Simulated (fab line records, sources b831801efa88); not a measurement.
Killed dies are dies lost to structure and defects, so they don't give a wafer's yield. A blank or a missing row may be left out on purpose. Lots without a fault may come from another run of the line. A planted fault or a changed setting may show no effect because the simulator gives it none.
Which tool did it? | flow gf180mcu | 15 lots, 45 wafers sampled, at 2 steps of a route of 602

WHAT THE GAUGES READ, wafer by wafer
GF_VT_IMPLANT_TW_MEAS_43.
lot  | measured     | on            | VT_IMPLANT_4_TW
L727 | day 7 13:13  | film_metro-04 | 682 681 679
L729 | day 8 03:14  | film_metro-04 | 685 688 683
L728 | day 8 04:31  | film_metro-01 | 700 697 702
L730 | day 8 10:37  | film_metro-04 | 690 688 685
L731 | day 8 17:54  | film_metro-01 | 700 701 699
L733 | day 9 07:52  | film_metro-04 | 689 685 685
L734 | day 9 15:50  | film_metro-01 | 698 698 694
L737 | day 10 13:13 | film_metro-01 | 633 632 634
L739 | day 10 23:32 | film_metro-04 | 619 620 619
L741 | day 11 14:22 | film_metro-04 | 621 624 626
L745 | day 12 14:37 | film_metro-04 | 692 691 690
L746 | day 12 21:38 | film_metro-04 | 689 689 692
L748 | day 13 09:43 | film_metro-04 | 687 685 686
L749 | day 13 18:27 | film_metro-01 | 697 697 700
L750 | day 14 03:44 | film_metro-03 | 681 680 679

WHICH TOOL RAN EACH LOT (tool, then ch and the chambers of the sampled wafers, then the start)
lot  | GF_VT_IMPLANT_IMPLANT_41
L727 | implanter-04 ch 0, day 7 12:58
L729 | implanter-04 ch 0, day 8 02:59
L728 | implanter-01 ch 0, day 8 04:16
L730 | implanter-03 ch 0, day 8 10:22
L731 | implanter-04 ch 0, day 8 17:39
L733 | implanter-03 ch 0, day 9 07:36
L734 | implanter-01 ch 0, day 9 15:35
L737 | implanter-04 ch 0, day 10 13:01
L739 | implanter-04 ch 0, day 10 23:17
L741 | implanter-04 ch 0, day 11 14:09
L745 | implanter-03 ch 0, day 12 14:22
L746 | implanter-01 ch 0, day 12 21:25
L748 | implanter-01 ch 0, day 13 09:28
L749 | implanter-04 ch 0, day 13 18:12
L750 | implanter-01 ch 0, day 14 03:31
- GF_VT_IMPLANT_IMPLANT_41

WHAT THE TOOLS THEMSELVES READ (means of the sampled wafers that have a number; where no wafer has one, the mark that the record gives instead)
GF_VT_IMPLANT_IMPLANT_41.
lot  | tool         | beam_energy_keV | dose_ions_cm2 | faraday_current_uA
L727 | implanter-04 | 69.989          | 1.0127e+12    | 5.74
L729 | implanter-04 | 70.021          | 1.0131e+12    | 5.71
L728 | implanter-01 | 70.018          | 1.0127e+12    | 5.71
L730 | implanter-03 | 70.002          | 1.0138e+12    | 5.70
L731 | implanter-04 | 70.006          | 1.0145e+12    | 5.74
L733 | implanter-03 | 70.005          | 1.0131e+12    | 5.70
L734 | implanter-01 | 70.015          | 1.0144e+12    | 5.93
L737 | implanter-04 | 69.986          | 7.4453e+11    | 4.20
L739 | implanter-04 | 70.002          | 7.4493e+11    | 4.18
L741 | implanter-04 | 70.008          | 7.4393e+11    | 4.18
L745 | implanter-03 | 70.000          | 1.0125e+12    | 5.79
L746 | implanter-01 | 70.006          | 1.0131e+12    | 5.71
L748 | implanter-01 | 70.027          | 1.0134e+12    | 5.84
L749 | implanter-04 | 70.000          | 1.0128e+12    | 5.70
L750 | implanter-01 | 70.005          | 1.0138e+12    | 5.83

THE ANSWER, worked out from the rows above alone
Rule: what is usual is taken from the lots themselves. Put in order of their means at a reading, lots are off if they are a third of the lots or fewer, leave a main group of 4 or more, and stand apart from it by a gap of 3 or more times the standard deviation of the main group's means; of several such gaps the widest counts. A main group whose means are all the same, to the digits that the tables above print for the reading, isn't used. A lot without any number at a reading at which 4 lots or more have one is off too. The other lots that the step has rows for count as sound. The gauges are gone through in route order, then the tools' own readings, and for those a lot's mean is taken as printed above. The first step at which some lot is off is used, and at that step the reading that is off furthest; a lot without a number counts as furthest.
Off: L737, L739, L741, at GF_VT_IMPLANT_TW_MEAS_43 (VT_IMPLANT_4_TW). The main group: mean 690, standard deviation 6.7.
A tool fits if, at a process step before that reading, it ran every lot that is off, and no sound lot after the first of them. The gauges at GF_VT_IMPLANT_TW_MEAS_43 aren't tried: what is off there is off at GF_VT_IMPLANT_IMPLANT_41 too, on other tools, and a gauge's error can't cause that. None of those tried fits.

WHAT THE SIMULATOR HAD PUT IN
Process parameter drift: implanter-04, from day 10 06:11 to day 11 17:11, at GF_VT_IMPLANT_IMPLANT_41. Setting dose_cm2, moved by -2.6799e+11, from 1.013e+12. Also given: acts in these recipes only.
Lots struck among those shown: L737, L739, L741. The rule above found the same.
